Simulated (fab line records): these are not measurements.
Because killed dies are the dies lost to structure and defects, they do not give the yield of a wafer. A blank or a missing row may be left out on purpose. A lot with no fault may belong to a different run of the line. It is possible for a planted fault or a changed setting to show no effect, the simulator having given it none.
Shared-tool check    flow gf180mcu    36 wafers sampled across 12 lots

== WHY THIS WAS OPENED ==
Of 12 lots, 2 have the reading NSD_RS flagged at GF_PSD_RS_MEAS_14. Wafers without a fault read 46.15 ohm/sq, standard deviation 0.11.
Rule: a lot is flagged in two cases, either no wafer of it has a number, or all its wafers with numbers fall more than 4 standard deviations from that mean. As for the other lots, they are considered sound.

lot   measured      on             NSD_RS (ohm/sq), wafer by wafer  flag
L836  day 14 03:46  film_metro-02  46.16 46.11 46.09                
L838  day 15 08:06  film_metro-04  46.12 46.00 46.05                
L839  day 15 17:15  film_metro-03  46.18 46.14 46.15                
L843  day 16 20:07  film_metro-03  46.13 46.10 46.14                
L845  day 17 17:33  film_metro-03  46.03 45.98 45.98                
L846  day 17 22:00  film_metro-03  45.99 45.94 45.98                
L848  day 18 05:13  film_metro-04  46.43 46.48 46.43                
L849  day 18 20:54  film_metro-04  42.83 42.75 42.84                FLAGGED
L850  day 19 04:56  film_metro-03  46.21 46.17 46.19                
L851  day 19 10:51  film_metro-04  42.80 42.78 42.78                FLAGGED
L857  day 21 14:46  film_metro-04  46.04 46.21 46.19                
L859  day 22 12:19  film_metro-02  46.07 45.99 46.08                
The numbers of the flagged lots are 42.80 ohm/sq on average: -3.35 ohm/sq against the usual, or -30 standard deviations.

== TOOL THAT RAN EACH LOT ==
The record keeps 1 process step preceding the reading, out of 602 steps on the route. In each cell: the tool, then ch and the chambers that the sampled wafers went through, then the start.
lot   flag     GF_PSD_RTA_13
L836           rtp_anneal-02 ch 0, day 14 03:40
L838           rtp_anneal-01 ch 0, day 15 08:01
L839           rtp_anneal-01 ch 0, day 15 17:10
L843           rtp_anneal-02 ch 0, day 16 19:59
L845           rtp_anneal-02 ch 0, day 17 17:28
L846           rtp_anneal-01 ch 0, day 17 21:54
L848           rtp_anneal-01 ch 0, day 18 05:07
L849  FLAGGED  rtp_anneal-01 ch 0, day 18 20:48
L850           rtp_anneal-02 ch 0, day 19 04:46
L851  FLAGGED  rtp_anneal-01 ch 0, day 19 10:46
L857           rtp_anneal-02 ch 0, day 21 14:41
L859           rtp_anneal-02 ch 0, day 22 12:14
What is done by these steps:
- GF_PSD_RTA_13: time 20 s.
- GF_PSD_RS_MEAS_14: measures by four-point-probe.

== FLAGGED OVER TOTAL, TOOL BY TOOL (the gauges that took the reading come last) ==
step               tool           lots run  flagged  share of the flagged lots  sound lots run after its first flagged lot
GF_PSD_RTA_13      rtp_anneal-01  6         2        all                        0
GF_PSD_RTA_13      rtp_anneal-02  6         0        none                       -
GF_PSD_RS_MEAS_14  film_metro-02  2         0        none                       -
GF_PSD_RS_MEAS_14  film_metro-03  5         0        none                       -
GF_PSD_RS_MEAS_14  film_metro-04  5         2        all                        1 (L857)

== THE TABLE: WHAT IT ALLOWS ==
In 2 table rows, all flagged lots were run: rtp_anneal-01 (GF_PSD_RTA_13), film_metro-04 (GF_PSD_RS_MEAS_14).
- rtp_anneal-01 at GF_PSD_RTA_13: 2 of its 6 lots flagged. Its last sound lot is L848 (day 18 05:07), its first flagged lot L849 (day 18 20:48): a fault that began between those two fits. Its own readings (wafer_temp_C_max) fall more than 4 standard deviations out on all wafers of the flagged lots.
- film_metro-04 at GF_PSD_RS_MEAS_14: 2 of its 5 lots flagged. Sound lots followed the first flagged one (L857) on it, something a lasting fault affecting the whole tool could not allow.
Just one tool remains: rtp_anneal-01 at GF_PSD_RTA_13.

== WHAT THE SIMULATOR HAD PUT IN ==
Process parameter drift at GF_PSD_RTA_13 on rtp_anneal-01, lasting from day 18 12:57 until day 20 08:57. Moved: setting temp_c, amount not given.
Shown lots that were struck: L849, L851. The rule given above showed the same thing.
